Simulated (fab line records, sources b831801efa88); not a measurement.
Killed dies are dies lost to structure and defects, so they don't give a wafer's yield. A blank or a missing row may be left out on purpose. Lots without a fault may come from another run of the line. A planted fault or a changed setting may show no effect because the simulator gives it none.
Which tool did it? | flow sky130 | 12 lots, 36 wafers sampled, at 2 steps of a route of 708

WHAT THE GAUGES READ, wafer by wafer
SKY_CONTACT_THK_MEAS_03. Usual: CONTACT_HDPCVD_THK 565 nm, standard deviation 6.7.
lot  | measured     | on            | CONTACT_HDPCVD_THK (nm) | flag
L804 | day 30 04:49 | film_metro-03 | 564 554 567             |
L805 | day 30 11:38 | film_metro-04 | 567 566 564             |
L807 | day 31 02:29 | film_metro-01 | 561 567 569             |
L808 | day 31 09:33 | film_metro-03 | 567 551 548             |
L809 | day 31 23:12 | film_metro-03 | 562 565 561             |
L810 | day 32 01:37 | film_metro-03 | 565 569 579             |
L811 | day 32 10:28 | film_metro-01 | 559 577 572             |
L820 | day 35 08:41 | film_metro-01 | 557 571 564             |
L821 | day 35 18:26 | film_metro-01 | 563 573 556             |
L824 | day 38 01:58 | film_metro-03 | 559 554 562             |
L825 | day 38 03:34 | film_metro-01 | 571 572 573             |
L826 | day 38 09:26 | film_metro-04 | 570 566 567             |

WHICH TOOL RAN EACH LOT (tool, then ch and the chambers of the sampled wafers, then the start)
lot  | SKY_CONTACT_CVD_00
L804 | pecvd-02 ch 0,1,2, day 30 04:38
L805 | pecvd-04 ch 0,1,2, day 30 11:27
L807 | pecvd-04 ch 0,1,2, day 31 02:20
L808 | pecvd-03 ch 0,1, day 31 09:23
L809 | pecvd-03 ch 0,1, day 31 23:01
L810 | pecvd-04 ch 1,2, day 32 01:27
L811 | pecvd-02 ch 1,2, day 32 10:17
L820 | pecvd-03 ch 0, day 35 08:30
L821 | pecvd-02 ch 0,1,2, day 35 18:16
L824 | pecvd-04 ch 0,2, day 38 01:47
L825 | pecvd-03 ch 0,2, day 38 03:24
L826 | pecvd-04 ch 0,1,2, day 38 09:15
- SKY_CONTACT_CVD_00: deposits Si3N4, target thk 75 nm.

WHAT THE TOOLS THEMSELVES READ (means of the sampled wafers that have a number; where no wafer has one, the mark that the record gives instead)
SKY_CONTACT_CVD_00. Usual: heater_power_w 684 W, standard deviation 79.
lot  | tool     | heater_power_w (W) | flag
L804 | pecvd-02 | 695                |
L805 | pecvd-04 | 748                |
L807 | pecvd-04 | 667                |
L808 | pecvd-03 | 579                |
L809 | pecvd-03 | 579                |
L810 | pecvd-04 | 682                |
L811 | pecvd-02 | 737                |
L820 | pecvd-03 | 668                |
L821 | pecvd-02 | 753                |
L824 | pecvd-04 | 680                |
L825 | pecvd-03 | 645                |
L826 | pecvd-04 | 754                |

THE ANSWER, worked out from the rows above alone
Rule: a lot is off if the mean of its wafers that have a number lies more than 3 standard deviations from the usual mean. A lot without any number at a reading at which 4 lots or more have one is off too. The other lots that the step has rows for count as sound. The gauges are gone through in route order, then the tools' own readings, and for those a lot's mean is taken as printed above. The first step at which some lot is off is used, and at that step the reading that is off furthest; a lot without a number counts as furthest.
No lot is off at any reading shown: from this, nothing can be told.

WHAT THE SIMULATOR HAD PUT IN
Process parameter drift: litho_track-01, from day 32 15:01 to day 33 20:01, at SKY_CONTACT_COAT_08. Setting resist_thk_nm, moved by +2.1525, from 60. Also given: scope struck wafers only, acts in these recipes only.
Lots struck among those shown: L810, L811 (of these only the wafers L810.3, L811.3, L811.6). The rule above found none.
